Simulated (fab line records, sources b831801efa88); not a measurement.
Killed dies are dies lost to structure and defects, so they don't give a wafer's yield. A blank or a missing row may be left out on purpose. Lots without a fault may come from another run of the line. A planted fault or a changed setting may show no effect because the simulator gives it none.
Problem report in the 8D (eight disciplines) form, filled by code | flow gf180mcu | the parts of the form that need people (team, actions taken, sign-off) are left out

1. THE PROBLEM
spin_speed_rpm at GF_MIM_COAT_14 reads a mean of 3064.6 rpm on 6 wafers of 2 lots; wafers without a fault read 3000.3 rpm with a standard deviation of 2.2. That is +29 standard deviations from the usual mean.
The step: resist thk 1000 nm.
First seen on wafer L758.2, day 30 05:17, on litho_track-02. The record holds 36 wafers of 12 lots with a number at this step. Rule for "out", or "out of limits": more than 4 standard deviations from the usual mean. The other wafers with a number count as sound.

2. WHAT IT IS AND WHAT IT IS NOT
question                    | is                     | is not
which readings at this step | spin_speed_rpm         | -
which lots                  | L758, L759             | L743, L744, L746, L747, L748, L749, L750, L751, L752, L764
which wafers of those lots  | all that have a number | -
read on which tools         | litho_track-02         | litho_track-03, litho_track-04
when                        | from day 30 05:17      | up to then (27 sound wafers); but 3 sound wafers of L764 came after

3. SUSPECTS, AND WHAT RULES EACH OUT
Counting: a tool at a process step up to the reading stays a suspect if it ran every lot that is out and no sound lot after the first of them.
- pvd_sputter-02 at GF_MIM_SPUTTER_03 (material Ti, target thk 10 nm, time 6.7 s): kept. It ran every lot that is out, first L758 (day 29 20:28), and no sound lot after that; its last sound lot up to then is L752 (day 28 06:38).
- litho_track-02 at GF_MIM_COAT_14 (resist thk 1000 nm): kept. It ran every lot that is out, first L758 (day 30 05:17), and no sound lot after that; its last sound lot up to then is L752 (day 28 16:16). Its own readings are out on those wafers: spin_speed_rpm.
Left after counting: pvd_sputter-02 at GF_MIM_SPUTTER_03, litho_track-02 at GF_MIM_COAT_14.

4. THE CAUSE (what the simulator had put in)
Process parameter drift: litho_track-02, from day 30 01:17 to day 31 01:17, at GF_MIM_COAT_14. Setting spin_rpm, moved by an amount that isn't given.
Counting left 2 suspects, and this tool is among them.

5. THE CHAIN OF EFFECTS, in route order
Each row: a reading whose mean over the struck wafers that have a number lies more than 3 standard deviations from the usual. Only readings for which the record gives a usual standard deviation are gone through. hours: the time from each lot's start at the first step in this table that gives one to its start at this step, as a median over the lots. sigmas: the change in usual standard deviations.
hours | step           | reading        | usual      | on struck wafers | change | sigmas
0     | GF_MIM_COAT_14 | spin_speed_rpm | 3000.3 rpm | 3064.6           | +64.3  | +29
The process steps in it:
- GF_MIM_COAT_14: resist thk 1000 nm.

6. WHAT WOULD HAVE CAUGHT IT SOONER
In this record the first reading out of limits was taken at day 30 05:17, 4 hours after the fault began at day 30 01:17.
